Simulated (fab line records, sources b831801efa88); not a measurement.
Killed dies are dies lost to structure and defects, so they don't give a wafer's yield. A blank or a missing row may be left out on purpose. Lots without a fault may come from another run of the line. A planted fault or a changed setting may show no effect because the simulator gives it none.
Which tool did it? | flow gf180mcu | 6 lots, 18 wafers sampled, at 2 steps of a route of 602

WHAT THE GAUGES READ, wafer by wafer
GF_TOP_METAL_OVL_MEAS_15.
lot  | measured     | on         | TOP_METAL_OVL (nm)
L124 | day 28 13:03 | overlay-02 | 1.6 0.8 2.5
L126 | day 29 04:07 | overlay-01 | -0.8 2.2 -0.1
L128 | day 29 20:36 | overlay-01 | 1.0 -0.2 0.2
L130 | day 30 07:52 | overlay-01 | 0.1 -0.3 -2.9
L143 | day 33 20:28 | overlay-02 | -0.4 0.9 -1.1
L146 | day 34 10:31 | overlay-01 | 0.4 0.9 1.3

WHICH TOOL RAN EACH LOT (tool, then ch and the chambers of the sampled wafers, then the start)
lot  | GF_TOP_METAL_SPUTTER_02
L124 | pvd_sputter-01, day 27 17:33
L126 | pvd_sputter-02, day 28 09:09
L128 | pvd_sputter-02, day 29 01:36
L130 | pvd_sputter-03, day 29 13:23
L143 | pvd_sputter-02, day 33 04:26
L146 | pvd_sputter-01, day 33 19:00
- GF_TOP_METAL_SPUTTER_02: material AlCu, target thk 900 nm, time 47.82 s.

THE ANSWER, worked out from the rows above alone
Rule: what is usual is taken from the lots themselves. Put in order of their means at a reading, lots are off if they are a third of the lots or fewer, leave a main group of 4 or more, and stand apart from it by a gap of 3 or more times the standard deviation of the main group's means; of several such gaps the widest counts. A main group whose means are all the same, to the digits that the tables above print for the reading, isn't used. A lot without any number at a reading at which 4 lots or more have one is off too. The other lots that the step has rows for count as sound.
No lot is off at any reading shown: from this, nothing can be told.

WHAT THE SIMULATOR HAD PUT IN
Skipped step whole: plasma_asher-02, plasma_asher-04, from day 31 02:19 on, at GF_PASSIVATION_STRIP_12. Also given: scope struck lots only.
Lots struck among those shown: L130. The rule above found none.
